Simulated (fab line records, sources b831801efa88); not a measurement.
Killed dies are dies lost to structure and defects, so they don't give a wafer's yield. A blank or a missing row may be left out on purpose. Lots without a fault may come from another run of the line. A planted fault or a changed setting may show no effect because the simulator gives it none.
Split-lot experiment | flow sky130 | 5 lots, 23 wafers read, on a route of 708 steps

THE SPLIT
At SKY_LDD_N_IMPLANT_15, the setting energy_kev was moved away from the recipe's 50 on 9 of the 23 wafers read, by -5.8% to -4.3%. The other wafers ran this setting at the recipe's value.

The reading is taken at the split's own step.

THE READING
implant.drp_nm (the simulator's own value, which no gauge read), in nm, at SKY_LDD_N_IMPLANT_15. The file gives no usual value for it.

wafer  | tool, chamber at the split | energy_kev as run | against the recipe | implant.drp_nm, nm | against lot-mates on the recipe
L079.1 | implanter-04, 0            | 50                | recipe             | 18.83              | -
L079.2 | implanter-04, 0            | 50                | recipe             | 18.83              | -
L079.3 | implanter-04, 0            | 50                | recipe             | 18.83              | -
L079.4 | implanter-04, 0            | 50                | recipe             | 18.83              | -
L079.6 | implanter-04, 0            | 50                | recipe             | 18.83              | -
L077.1 | implanter-02, 0            | 50                | recipe             | 18.83              | -
L077.5 | implanter-02, 0            | 50                | recipe             | 18.83              | -
L077.2 | implanter-02, 0            | 47.11             | -5.8%              | 18.04              | -0.79
L077.3 | implanter-02, 0            | 47.11             | -5.8%              | 18.04              | -0.79
L077.6 | implanter-02, 0            | 47.11             | -5.8%              | 18.04              | -0.79
L080.1 | implanter-04, 0            | 50                | recipe             | 18.83              | -
L080.5 | implanter-04, 0            | 50                | recipe             | 18.83              | -
L080.2 | implanter-04, 0            | 47.87             | -4.3%              | 18.25              | -0.58
L080.4 | implanter-04, 0            | 47.87             | -4.3%              | 18.25              | -0.58
L080.6 | implanter-04, 0            | 47.87             | -4.3%              | 18.25              | -0.58
L084.1 | implanter-01, 0            | 50                | recipe             | 18.83              | -
L084.3 | implanter-01, 0            | 50                | recipe             | 18.83              | -
L084.4 | implanter-01, 0            | 47.65             | -4.7%              | 18.19              | -0.64
L084.5 | implanter-01, 0            | 47.65             | -4.7%              | 18.19              | -0.64
L084.6 | implanter-01, 0            | 47.65             | -4.7%              | 18.19              | -0.64
L085.3 | implanter-04, 0            | 50                | recipe             | 18.83              | -
L085.4 | implanter-04, 0            | 50                | recipe             | 18.83              | -
L085.5 | implanter-04, 0            | 50                | recipe             | 18.83              | -

THE FIT
A straight line over all 23 wafers: implant.drp_nm changes by +0.136 nm for each +1% of energy_kev; r = +1.00; the points scatter about the line by 0.00083 nm.
The same after taking each lot's own level away (the mean of its wafers on the recipe; 23 wafers): +0.136 nm for each +1%; r = +1.00; scatter 0.00083 nm.
On that fit, the largest move of energy_kev shifts the reading by 0.79 nm.
The lots' own levels span 18.830 to 18.830 nm.
So the lot-to-lot level changes the slope little: the two slopes agree.
Check: with one of the wafers moved furthest among these (-5.8%) left out of the fit, the line predicts -0.788 nm for it against its lot-mates. It came out at -0.79 nm against them.

OTHER SPLITS ON THESE WAFERS
These wafers also went through other splits before the reading. Each is held against what the fit with the lots' levels taken away leaves over:
other split on the same wafers    | wafers away from the commonest value | r with implant.drp_nm (lot level and that fit taken away)
SKY_RES_PROTECT_EXPOSE_04 dose_mj | 9                                    | +0.33
SKY_POLY_GATE_EXPOSE_10 dose_mj   | 10                                   | -0.07
SKY_POLY_GATE_ETCH_16 bias_w      | 9                                    | +0.42
SKY_LDD_N_COAT_02 spin_rpm        | 6                                    | +0.04

THE WHOLE CHAIN: every reading that the file lists as answering this split, in the file's order
step                 | what it does | reading                                                         | change (the file's fit)               | r (the file's)
SKY_LDD_N_IMPLANT_15 |              | implant.rp_nm (the simulator's own value, which no gauge read)  | +0.316 nm for each +1% of the setting | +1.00
SKY_LDD_N_IMPLANT_15 |              | implant.drp_nm (the simulator's own value, which no gauge read) | +0.138 nm for each +1% of the setting | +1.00

THE FILE'S OWN FIT
implant.drp_nm changes by +0.138 nm for each +1% of energy_kev, r = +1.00.
